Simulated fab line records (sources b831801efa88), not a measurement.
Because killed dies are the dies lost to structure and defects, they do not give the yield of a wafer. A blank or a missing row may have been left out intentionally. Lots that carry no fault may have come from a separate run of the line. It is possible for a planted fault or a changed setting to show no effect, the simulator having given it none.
Comparing a struck lot with a sound one    flow sky130    15 out of 708 route steps
Sound: the wafers L506.1, L506.3, L506.4. Struck: wafer L500.2. (L500.6 of the same lot was not struck and is left out.) The cause comes at the end.
Per side, at each step with rows, come the tool, then ch with its chambers, and then its first start. Under that, the readings that differ: sound wafers    struck wafers    difference of the means    sigmas: that difference in standard deviations of wafers without a fault.
alike: same words and numbers on both sides, and readings whose means sit less than 2 such deviations apart. not compared: any withheld reading, any reading some wafer has no value for, any bound like >300 that may hide the same value, and any number with overlapping values for which the record gives no deviation.
Wherever a step has rows on one side only, a row that says differs or no value, or a row with sigmas, the two part there. Numbers that don't overlap but have no deviation are shown without sigmas and don't part them. Lack of a reading on every wafer of one side parts them only where that side has two or more wafers.

SKY_FIELD_ISO_ETCH_15: etches the open film in CHF3/O2, stops on Si, target depth 180 nm, time 72 s.
  sound on rie-diel-03 ch 1,2,3, day 6 17:13; struck on rie-diel-01 ch 1, day 5 12:51
  alike: drypump-motor-current-A, oes-product-au, rf-fwd-power-W, throttle-valve-pct
  not compared: rf-hours-counter-h
SKY_FIELD_ISO_STRIP_16: strips in O2/N2.
  sound on plasma-asher-01 ch 0,1, day 6 17:17; struck on plasma-asher-02 ch 0, day 5 12:55
reading                       sound              struck  difference  sigmas
strip-time-to-endpoint-s (s)  3.537 3.546 3.553  3.614   +0.069      +2
  alike: drypump-motor-current-A, n2-flow-sccm, oes-product-au
  not compared: rf-hours-counter-h
SKY_FIELD_ISO_ETCH_17: etches Si in HBr/Cl2/O2, target depth 342 nm, time 97.7 s.
  sound on rie-si-02 ch 1,2,3, day 6 17:23; struck on rie-si-02 ch 1, day 5 13:01
  alike: HBr_flow_sccm, drypump-motor-current-A, he-backside-leak-sccm, oes-product-au, rf-fwd-power-W, throttle-valve-pct
  not compared: rf-hours-counter-h
then, 5 steps without rows for these wafers: SKY_FIELD_ISO_WET_ETCH_18 (etches Si3N4 in H3PO4, target depth 25 nm, time 286 s); SKY_FIELD_ISO_CLEAN_19 (cleans in SC1/SC2, time 150 s); SKY_FIELD_ISO_CLEAN_20 (cleans in dHF, time 20 s); SKY_FIELD_ISO_WET_ETCH_21 (etches SiO2 in dHF, target depth 20 nm, time 400 s); SKY_FIELD_ISO_OXIDATION_22 (stabilise 600 s, purge 300 s, target thk 10 nm).
SKY_FIELD_ISO_THK_MEAS_23:
  sound on film-metro-03, day 6 21:13; struck on film-metro-04, day 5 15:12
  alike: FIELD_ISO_OXIDATION_01_THK
then, 1 step without rows for these wafers: SKY_FIELD_ISO_CVD_24 (deposits SiO2, target thk 595 nm, time 99.2 s).
SKY_FIELD_ISO_THK_MEAS_25:
  sound on film-metro-04, day 6 21:20; struck on film-metro-03, day 5 15:20
  alike: FIELD_ISO_CVD_24_THK
then, 1 step without rows for these wafers: SKY_FIELD_ISO_ANNEAL_26 (time 1800 s).
SKY_FIELD_ISO_CMP_27: polishes, stops on Si3N4, t overpolish 16 s, target thk 457.8 nm.
  sound on cmp-02 ch 0,1,3, day 7 00:38; struck on cmp-01 ch 2, day 5 18:12
reading                 sound        struck  difference  sigmas
time-to-endpoint-s (s)  111 108 109  58      -51         -13
  alike: motor-current-A, overpolish-run-s
then, 1 step without rows for these wafers: SKY_FIELD_ISO_WET_ETCH_28 (etches SiO2 in dHF, target depth 23.7 nm, time 47 s).
-- a jump in the record: the struck wafers' starts before and after are 43 days apart (it breaks off in module FIELD_ISO and resumes in module PAD_OPEN, where the first step shown is number 708 of the route) --
SKY_PAD_OPEN_PROBE_99:
  sound on prober-01, day 50 11:27; struck on prober-02, day 49 05:29
  alike: killed_at_M0_to_M3, killed_at_M4_up, killed-at-contacts, killed-at-front-end, killed-at-other, killed-dies, killed-on-rim, killed-open, killed-short

== WHERE THEY PART ==
Earliest at SKY_FIELD_ISO_STRIP_16; latest, in this record, at SKY_FIELD_ISO_CMP_27. Later steps at which nothing parts them and some readings are alike: SKY_PAD_OPEN_PROBE_99.

WHY: whatever the simulator had introduced
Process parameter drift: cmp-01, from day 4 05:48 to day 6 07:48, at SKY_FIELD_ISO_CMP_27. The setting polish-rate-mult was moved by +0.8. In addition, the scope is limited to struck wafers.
